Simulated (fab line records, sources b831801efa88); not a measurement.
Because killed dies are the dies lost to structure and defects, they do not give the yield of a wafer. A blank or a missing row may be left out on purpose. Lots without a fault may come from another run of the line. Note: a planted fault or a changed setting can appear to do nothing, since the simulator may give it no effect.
What tool caused it? + flow gf180mcu + 21 wafers from 7 lots sampled at 2 of the route's 602 steps

## WHAT EACH GAUGE READ, for each wafer
GF_POLY_GATE_CD_MEAS_10: the cd target is 280 nm.
| lot  | measured     | on       | cdNm (nm)         |
|------|--------------|----------|-------------------|
| L146 | day 9 14:19  | cdSem-02 | 280.7 280.7 281.3 |
| L148 | day 10 04:12 | cdSem-01 | 280.9 279.9 280.4 |
| L150 | day 10 23:29 | cdSem-01 | 280.0 280.3 280.2 |
| L157 | day 12 20:48 | cdSem-02 | 285.2 288.1 285.7 |
| L160 | day 13 23:16 | cdSem-02 | 281.8 281.9 282.7 |
| L164 | day 15 00:13 | cdSem-01 | 278.0 278.5 279.1 |
| L168 | day 16 03:23 | cdSem-02 | 280.6 279.6 279.3 |

## TOOL THAT RAN EACH LOT (tool first, then ch and the chambers of the sampled wafers, then the start)
| lot  | GF_POLY_GATE_EXPOSE_07           |
|------|----------------------------------|
| L146 | krfScanner-01 ch 0, day 9 06:11  |
| L148 | krfScanner-01 ch 0, day 9 19:44  |
| L150 | krfScanner-01 ch 0, day 10 14:31 |
| L157 | krfScanner-01 ch 0, day 12 10:35 |
| L160 | krfScanner-02 ch 0, day 13 13:11 |
| L164 | krfScanner-02 ch 0, day 14 13:36 |
| L168 | krfScanner-02 ch 0, day 15 17:02 |
- GF_POLY_GATE_EXPOSE_07: exposes mask Poly2, target cd 280 nm.

## THE ANSWER, worked out from the rows above alone
Rule: the lots themselves supply what counts as usual. The widest of any qualifying gaps counts: lots, ordered by their means at a reading, are off when they make up no more than a third of the lots, leave a main group of 4 or more, and stand apart from it by 3 or more times the standard deviation of that group's means. A main group whose means are all the same, to the digits that the tables above print for the reading, isn't used. Also off: a lot with no number at a reading for which 4 or more lots have one. Any other lot the step has rows for is counted as sound.
Off: L157 (GF_POLY_GATE_CD_MEAS_10, cdNm). Main group: mean 280.3 nm, sd 1.1.
If a tool, at a process step before that reading, ran all the lots that are off and no sound lot after the first of them, it fits. Those tools and the gauges at GF_POLY_GATE_CD_MEAS_10 are tried in the same way. One candidate fits, namely krfScanner-01 at GF_POLY_GATE_EXPOSE_07. A fault onset in the window from L150 (day 10 14:31, its last sound lot) to L157 (day 12 10:35, its first lot off) fits.

## WHAT HAD BEEN PUT IN BY THE SIMULATOR
Process parameters drifting: krfScanner-01 at GF_POLY_GATE_EXPOSE_07, beginning at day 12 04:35. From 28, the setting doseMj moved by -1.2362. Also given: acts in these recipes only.
Shown lots that were struck: L157. The rule above found the same.
